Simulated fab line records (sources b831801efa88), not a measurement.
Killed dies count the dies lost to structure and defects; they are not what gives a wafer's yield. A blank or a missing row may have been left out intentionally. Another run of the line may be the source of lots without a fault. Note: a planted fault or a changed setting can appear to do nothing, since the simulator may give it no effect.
What tool caused it? -- flow sfq_line -- 45 wafers sampled from 15 lots at 1 step of a route of 325

== WHAT EACH GAUGE READ, for each wafer ==
No reading from a measuring or inspecting step in the record can be judged against a usual standard deviation.

== WHAT TOOL EACH LOT RAN ON (gives the tool, then ch and the chambers of the sampled wafers, and finally the start) ==
lot,SFQ_TRILAYER_M7_LITHO_COAT_177
L232,"litho_track-02 ch 0, day 63 11:20"
L233,"litho_track-04 ch 0, day 63 18:34"
L234,"litho_track-01 ch 0, day 63 20:24"
L235,"litho_track-02 ch 0, day 64 03:29"
L236,"litho_track-04 ch 0, day 65 05:55"
L237,"litho_track-04 ch 0, day 65 08:17"
L243,"litho_track-02 ch 0, day 67 01:05"
L244,"litho_track-02 ch 0, day 67 09:32"
L245,"litho_track-02 ch 0, day 67 12:41"
L247,"litho_track-04 ch 0, day 67 23:27"
L250,"litho_track-01 ch 0, day 68 16:49"
L251,"litho_track-04 ch 0, day 69 08:26"
L252,"litho_track-04 ch 0, day 69 10:53"
L253,"litho_track-02 ch 0, day 69 18:02"
L254,"litho_track-04 ch 0, day 69 19:22"
- SFQ_TRILAYER_M7_LITHO_COAT_177: resist thk 600 nm.

== WHAT THE TOOLS THEMSELVES READ (means of the sampled wafers that have a number; where no wafer has one, the mark that the record gives instead) ==
SFQ_TRILAYER_M7_LITHO_COAT_177. Usual: spin_speed_rpm reads 3000.2 rpm (standard deviation 2).
lot,tool,spin_speed_rpm (rpm),flag
L232,litho_track-02,3001.6,
L233,litho_track-04,3000.8,
L234,litho_track-01,3003.3,
L235,litho_track-02,2999.5,
L236,litho_track-04,3000.9,
L237,litho_track-04,3001.6,
L243,litho_track-02,2594.4,OFF
L244,litho_track-02,2592.3,OFF
L245,litho_track-02,2593.2,OFF
L247,litho_track-04,2999.7,
L250,litho_track-01,3001.3,
L251,litho_track-04,2998.1,
L252,litho_track-04,2999.0,
L253,litho_track-02,3000.1,
L254,litho_track-04,3000.9,

== THE ANSWER, worked out from the rows above alone ==
Rule: take the mean of a lot's wafers that have a number; if it is more than 3 standard deviations from the usual mean, the lot is off. Also off: a lot with no number at a reading for which 4 or more lots have one. The other lots that the step has rows for count as sound. After the gauges, taken in route order, come the tools' own readings; for these a lot's mean is taken, as printed above. The first step at which some lot is off is used, and at that step the reading that is off furthest; a lot without a number counts as furthest.
Off, at SFQ_TRILAYER_M7_LITHO_COAT_177 on spin_speed_rpm: L243, L244, L245.
A tool fits if, at that step or a process step before it, it ran every lot that is off, and no sound lot after the first of them. Of those tried, none fits.

== WHAT THE SIMULATOR HAD PUT IN ==
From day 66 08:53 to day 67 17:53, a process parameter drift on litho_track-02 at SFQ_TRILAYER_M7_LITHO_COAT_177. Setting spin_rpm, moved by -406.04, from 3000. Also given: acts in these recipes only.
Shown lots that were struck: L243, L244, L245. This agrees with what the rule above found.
